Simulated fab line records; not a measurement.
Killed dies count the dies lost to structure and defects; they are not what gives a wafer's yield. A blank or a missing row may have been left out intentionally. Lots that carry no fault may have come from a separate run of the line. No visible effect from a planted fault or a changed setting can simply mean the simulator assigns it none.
fab line records | flow gf180mcu
record: lots: 7 wafers: 19 last-day: 33
route steps=602 shown STI@12
lots with no fault: from the same line, run without faults
start-h: hours from the record's opening day to when the first of the lot's shown wafers began | wait-h: hours elapsed since this lot's preceding step | " same as the row above | L1.1+2: one row covering several wafers at once | - either no value or no given start | * or withheld: withheld | < > ~ a bound
route shown NAME@n: NAME is a module with steps in the file, n the number in the route of the first one | usual: average and standard deviation across the fault-free wafers | same: alike in all rows | chamber/n: place in a boat | sites: readings site by site | _std_site: standard deviation of those values | _edge_site: mean of outer sites minus mean of inner sites | radius-mm: for every site, how far away it sits from the centre of the wafer | mask NAME#n: copy n | behind: the most recent tool/chamber to have shaped the wafer | hold: why the lot went on hold/how many hours it stayed there/how the hold came to an end | device: the n, p or np transistor that did not switch | end of line: at the end of the route, the tests of the same wafers | step lacking rows: just its recipe | killed: not the wafer's yield, but the dies lost to structure and defects at the first sort | map: a wafer's dies, x killed, . not, _ none there
set.NAME: the setting as run; set.NAME@STEP: as run at that earlier step | model.NAME: the simulator's own value behind a step, which no gauge read
certain route steps with their lots: each step a table, each wafer a row
services: from which hour (start-h, from the record's first day; less than 0 if before it) a tool's chamber was out of use, for how many hours, and why
== steps ==
step: GF_STI_DEVELOP_11
recipe: develop-time-s: 60 dev-temp-c: 21
step: GF_STI_CD_MEAS_12
recipe: target-cd-nm: 220
usual: cd-nm: 220.4/1.4
columns lot.wafer tool chamber start-h wait-h cd-nm
L517.3 cd-sem-01 - 50.54 0.1 222.6
L517.4 " - " " 222.0
L517.6 " - " " 223.9
L520.1 cd-sem-02 - 66.20 0.1 220.3
L520.4 " - " " 220.3
L520.5 " - " " 219.8
L521.3 cd-sem-02 - 73.06 0.1 220.8
L521.4 " - " " 219.7
L521.6 " - " " 219.4
L522.1 cd-sem-01 - 77.42 0.1 219.0
L522.3 " - " " 218.8
L524.1 cd-sem-01 - 87.37 0.1 222.8
L524.6 " - " " 221.2
L525.2 cd-sem-02 - 97.17 0.1 218.7
L525.4 " - " " 218.8
L525.6 " - " " 219.4
L531.2 cd-sem-01 - 123.29 0.1 219.8
L531.3 " - " " 220.2
L531.5 " - " " 221.3
step: GF_STI_ETCH_13
recipe: chemistry: CHF3/O2 stop-on: Si over-etch-frac: 0.3 target-depth-a: 2823.1 source-w: 600 bias-w: 200 pressure-mtorr: 40 chf3-flow-sccm: 50 O2_flow_sccm: 5 time-s: 112.9
usual: chf3-flow-sccm: 49.99/0.15 drypump-motor-current-A: 5.9/0.55 oes-product-au: 0.832/0.0059 rf-fwd-power-W: 596.4/2.3 throttle-valve-pct: 8.809/0.0097
same: over-etch-frac: 0.3
columns lot.wafer tool chamber start-h wait-h chf3-flow-sccm drypump-motor-current-A oes-product-au rf-fwd-power-W rf-hours-counter-h throttle-valve-pct
L517.3 rie-diel-01 2 50.62 0.1 50.11 6.6 0.835 595.8 87 8.823
L517.4 " 3 " " 50.06 6.1 0.834 593.2 152 8.827
L517.6 " 1 " " 50.02 6.5 0.833 593.3 - 8.808
L520.1 rie-diel-01 0 66.32 0.1 49.87 5.9 0.824 596.1 19 8.807
L520.4 " 3 " " 49.63 6.1 0.835 597.6 153 8.811
L520.5 " 0 " " 49.83 6.0 0.821 600.2 - 8.810
L521.3 rie-diel-04 1 73.14 0.1 50.24 4.6 0.833 600.4 147 8.800
L521.4 " 2 " " 49.86 5.8 0.824 597.3 1 8.805
L521.6 " 2 " " 49.99 5.7 0.837 596.3 - 8.828
L522.1 rie-diel-01 3 77.54 0.1 49.94 6.2 0.831 596.2 153 8.822
L522.3 " 2 " " 50.17 6.5 0.832 597.2 88 8.809
L524.1 rie-diel-01 3 87.49 0.1 50.10 6.1 0.833 595.6 154 8.799
L524.6 " 3 " " 49.94 6.2 0.838 596.0 - 8.817
L525.2 rie-diel-04 3 97.27 0.1 50.16 5.3 0.833 594.9 172 8.798
L525.4 " 2 " " 49.87 5.8 0.831 596.1 2 8.817
L525.6 " 1 " " 50.17 4.6 0.834 596.7 - 8.794
L531.2 rie-diel-01 3 123.39 0.1 49.99 6.1 0.816 596.9 155 8.815
L531.3 " 1 " " 49.93 6.5 0.827 599.1 66 8.798
L531.5 " 2 " " 50.01 6.6 0.832 596.3 - 8.795
step: GF_STI_ETCH_14
recipe: target: Si chemistry: HBr/Cl2/O2 target-depth-nm: 360 icp-w: 600 bias-w: 150 pressure-mtorr: 15 HBr_flow_sccm: 150 Cl2_flow_sccm: 40 O2_flow_sccm: 6 time-s: 102.9
usual: drypump-motor-current-A: 5.7/0.52 oes-product-au: 1.003/0.011 rf-fwd-power-W: 596.6/2.1 throttle-valve-pct: 25.655/0.011
columns lot.wafer tool chamber start-h wait-h drypump-motor-current-A oes-product-au rf-fwd-power-W rf-hours-counter-h throttle-valve-pct
L517.3 rie-si-02 1 50.70 0.0 6.3 0.991 598.0 157 25.657
L517.4 " 3 " " 5.2 1.008 598.7 70 25.646
L517.6 " 0 " " 5.9 1.025 599.1 - 25.635
L520.1 rie-si-01 1 66.40 0.0 6.7 0.999 595.5 33 25.652
L520.4 " 2 " " 5.3 0.990 595.8 3 25.655
L520.5 " 2 " " 5.3 0.980 597.3 - 25.677
L521.3 rie-si-01 3 73.22 0.0 5.7 1.008 593.2 5 25.660
L521.4 " 2 " " 5.3 0.994 596.8 4 25.661
L521.6 " 0 " " 5.2 0.986 596.8 - 25.650
L522.1 rie-si-01 1 77.62 0.0 6.7 1.007 595.8 33 25.657
L522.3 " 3 " " 5.7 1.005 595.7 5 25.654
L524.1 rie-si-01 3 87.57 0.0 5.7 1.020 593.5 5 25.641
L524.6 " 3 " " 5.7 1.008 595.3 - 25.654
L525.2 rie-si-02 2 97.35 0.0 5.9 1.006 594.0 15 25.642
L525.4 " 3 " " 5.2 1.013 596.5 70 25.652
L525.6 " 3 " " 5.2 1.023 595.9 - 25.669
L531.2 rie-si-02 0 123.47 0.0 5.9 1.002 599.6 87 25.665
L531.3 " 2 " " 5.9 1.001 594.8 15 25.662
L531.5 " 0 " " 5.9 1.007 597.6 - 25.645
step: GF_STI_STRIP_15
recipe: chemistry: O2/N2 power-w: 1400 pressure-mtorr: 1500 platen-temp-c: 250 o2-flow-sccm: 3000 n2-flow-sccm: 300 overash-fraction: 0.5
usual: drypump-motor-current-A: 5.6/0.71 heater-power-w: 354/30 o2-flow-sccm: 2999/8.4 oes-product-au: 0.383/0.0056 strip-time-to-endpoint-s: 3.71/0.058
columns lot.wafer tool chamber start-h wait-h drypump-motor-current-A heater-power-w o2-flow-sccm oes-product-au rf-hours-counter-h strip-time-to-endpoint-s
L517.3 plasma-asher-04 0 50.81 0.1 6.1 391 3009 0.378 - 3.73
L517.4 " 1 " " 5.1 403 2993 0.390 - 3.72
L517.6 " 1 " " 5.2 405 2995 0.382 - 3.77
L520.1 plasma-asher-04 0 66.48 0.0 6.0 385 2985 0.382 26 3.60
L520.4 " 0 " " 6.0 391 2991 0.385 - 3.70
L520.5 " 1 " " 5.2 400 2987 0.378 - 3.68
L521.3 plasma-asher-02 0 73.33 0.1 6.7 337 2986 0.375 - 3.68
L521.4 " 1 " " 5.4 336 2984 0.384 - 3.67
L521.6 " 0 " " 6.7 345 2988 0.380 - 3.69
L522.1 plasma-asher-03 0 77.69 0.0 4.7 366 2994 0.381 39 3.72
L522.3 " 0 " " 4.7 351 2995 0.383 - 3.71
L524.1 plasma-asher-02 0 87.65 0.0 6.8 336 3011 0.378 46 3.63
L524.6 " 0 " " 6.7 338 2991 0.383 - 3.63
L525.2 plasma-asher-03 0 97.43 0.0 4.7 359 3012 0.387 42 3.72
L525.4 " 1 " " 4.9 329 3010 0.381 - 3.63
L525.6 " 1 " " 4.9 313 3003 0.373 - 3.68
L531.2 plasma-asher-02 0 123.55 0.0 6.7 336 3010 0.390 50 3.75
L531.3 " 0 " " 6.7 328 3003 0.388 - 3.82
L531.5 " 1 " " 5.4 332 3005 0.387 - 3.73
step: GF_STI_CLEAN_16
recipe: chemistry: dHF time-s: 25 dilution: 100:1
step: GF_STI_WET_ETCH_17
recipe: chemistry: H3PO4 target-depth-nm: 45 temp-c: 160 target: Si3N4 time-s: 514
step: GF_STI_CLEAN_18
recipe: chemistry: SC1/SC2 mix: 1:4:20 temp-c: 70 time-s: 150
step: GF_STI_CLEAN_19
recipe: chemistry: dHF time-s: 20 dilution: 100:1
step: GF_STI_WET_ETCH_20
recipe: chemistry: dHF dilution: 100:1 target-depth-nm: 20 temp-c: 25 dry: ipa-marangoni target: SiO2 time-s: 400
step: GF_STI_OXIDATION_21
recipe: temp-c: 1000 ambient: O2 stabilise-s: 600 purge-s: 300 target-thk-a: 150 ox-time-s: 458
step: GF_STI_THK_MEAS_22
recipe: reads: SiO2_of_STI_OXIDATION_21
usual: STI_OXIDATION_01_THK: 15.1/0.37
columns lot.wafer tool chamber start-h wait-h STI_OXIDATION_01_THK[nm]
L517.3 film-metro-02 - 52.66 0.0 14.9
L517.4 " - " " 15.3
L517.6 " - " " 15.0
L520.1 film-metro-04 - 70.24 0.0 14.8
L520.4 " - " " 15.1
L520.5 " - " " 15.1
L522.1 film-metro-03 - 79.90 0.0 15.3
L522.3 " - " " 15.3
L521.3 film-metro-04 - 79.92 0.0 15.0
L521.4 " - " " 14.9
L521.6 " - " " 14.8
L524.1 film-metro-03 - 90.96 0.0 14.6
L524.6 " - " " 14.5
L525.2 film-metro-04 - 99.68 0.0 15.2
L525.4 " - " " 15.2
L525.6 " - " " 15.3
L531.2 film-metro-02 - 125.14 0.0 15.3
L531.3 " - " " 15.2
L531.5 " - " " 15.4
step: GF_STI_CVD_23
recipe: material: SiO2 target-thk-nm: 650 sigma-open-frac: 0.3 time-s: 108.3 temp-c: 600 sih4-flow-sccm: 60 pressure-mtorr: 6
columns lot.wafer tool chamber start-h wait-h model.SiO2_of_STI_CVD_23.thk-nm
L517.3 hdpcvd-02 0 52.70 0.0 644.2
L517.4 " 1 " " 660.1
L517.6 " 0 " " 647.5
L520.1 hdpcvd-02 0 70.30 0.1 642.6
L520.4 " 1 " " 658.1
L520.5 " 2 " " 642.9
L521.3 hdpcvd-01 0 79.96 0.0 659.4
L521.4 " 1 " " 649.2
L521.6 " 0 " " 662
L522.1 hdpcvd-02 0 79.96 0.1 868.4
L522.3 " 1 " " 660.3
L524.1 hdpcvd-02 1 91.02 0.1 864.3
L524.6 " 1 " " 861.4
L525.2 hdpcvd-02 1 99.73 0.0 650.1
L525.4 " 0 " " 648.7
L525.6 " 2 " " 869.4
L531.2 hdpcvd-01 1 125.19 0.0 653.4
L531.3 " 2 " " 655.7
L531.5 " 2 " " 647.8
step: GF_STI_THK_MEAS_24
recipe: reads: SiO2_of_STI_CVD_23
usual: STI_CVD_23_THK: 651/7.3
columns lot.wafer tool chamber start-h wait-h STI_CVD_23_THK[nm]
L517.3 film-metro-02 - 52.80 0.1 644
L517.4 " - " " 660
L517.6 " - " " 647
L520.1 film-metro-02 - 70.38 0.0 643
L520.4 " - " " 658
L520.5 " - " " 643
L521.3 film-metro-03 - 80.09 0.1 660
L521.4 " - " " 649
L521.6 " - " " 662
L522.1 film-metro-02 - 80.12 0.1 869
L522.3 " - " " 661
L524.1 film-metro-02 - 91.10 0.0 864
L524.6 " - " " 862
L525.2 film-metro-04 - 99.82 0.0 650
L525.4 " - " " 649
L525.6 " - " " 869
L531.2 film-metro-04 - 125.28 0.0 653
L531.3 " - " " 656
L531.5 " - " " 648
step: GF_STI_CMP_25
recipe: stop-on: Si3N4 t-overpolish-s: 33 down-force-psi: 4 platen-rpm: 60 target-thk-nm: 524.6 pad-velocity-m-s: 0.94248
usual: motor-current-A: 11.8/1 time-to-endpoint-s: 124/4.9
columns lot.wafer tool chamber start-h wait-h motor-current-A time-to-endpoint-s
L517.4 cmp-01 1 53.07 0.3 13.4 120
L517.3 " 2 " " 11.7 120
L517.6 " 1 " " 12.9 119
L520.4 cmp-01 2 70.49 0.1 11.8 127
L520.1 " 0 " " 11.5 122
L520.5 " 2 " " 11.7 127
L521.3 cmp-01 2 80.13 0.0 12.2 132
L521.4 " 1 " " 12.4 125
L521.6 " 2 " " 11.8 134
L522.3 cmp-02 2 80.18 0.0 13.2 125
L522.1 " 0 " " 9.9 175
L524.1 cmp-01 3 91.16 0.1 12.8 168
L524.6 " 0 " " 11.5 163
L525.4 cmp-01 2 99.92 0.1 11.8 128
L525.2 " 3 " " 12.6 123
L525.6 " 2 " " 12.0 165
L531.3 cmp-02 3 125.33 0.0 10.8 129
L531.2 " 1 " " 10.3 128
L531.5 " 3 " " 10.9 128
step: GF_STI_WET_ETCH_26
recipe: chemistry: dHF target-depth-nm: 94 target: SiO2 temp-c: 25 dilution: 10:1 time-s: 188
== services ==
columns tool chamber start-h hours kind
plasma-asher-04 - 44.49 2.8 pm
plasma-asher-03 - 56.77 2.8 pm
rie-si-02 1 56.83 - clean
rie-si-02 1 56.83 12.2 scheduled-down
rie-si-02 1 56.83 12.2 vent-cycle
rie-diel-01 - 63.39 0.5 repair
cmp-01 - 64.00 4.0 pm
cmp-01 - 68.00 - consumable-replace:conditioner
cmp-01 - 68.00 - consumable-replace:pad
hdpcvd-02 - 74.70 1.7 repair
rie-diel-04 2 90.07 3.0 repair
rie-diel-04 - 93.95 2.8 pm
rie-diel-04 3 106.11 7.6 repair
rie-diel-04 3 113.71 - clean
rie-diel-04 3 113.71 25.8 scheduled-down
rie-diel-04 3 113.71 25.8 vent-cycle
rie-si-01 0 114.12 - clean
rie-si-01 0 114.12 17.2 scheduled-down
rie-si-01 0 114.12 17.2 vent-cycle
rie-si-02 - 116.86 2.8 pm
rie-si-02 1 120.21 4.1 repair
cmp-02 - 123.29 1.5 repair
rie-diel-04 0 124.61 3.6 repair
== key ==
first-sign: step: GF_STI_THK_MEAS_24 reading: STI_CVD_23_THK direction: up sigmas: 30 usual: 651 struck: 866
effect: step: GF_STI_CMP_25 reading: time-to-endpoint-s direction: up sigmas: 8.9 usual: * struck: *
model-effect: step: GF_STI_CVD_23 value: SiO2_of_STI_CVD_23.thk-nm without: 647.1 struck: 865.9
met-at GF_STI_CVD_23
struck-wafers L522.1,L524.1,L524.6,L525.6
tester-left-out L522,L524,L525
onset-between 70.30 79.96
fault: kind: process-parameter-drift tool: hdpcvd-02 chamber: - onset-h: 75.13 steps: GF_STI_CVD_23 channel: target-thk-nm offset: 218.8 shape: step end-h: 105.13 scope: struck-wafers-only acts-in: these-recipes-only stated: 650
tester-left-out: of these lots the tester's yield and bins aren't shown, on N5 and GAA mostly nor the transistor test; their killed dies are dies lost to structure and defects alone, not to doping, threshold or leakage, so they don't give the yield
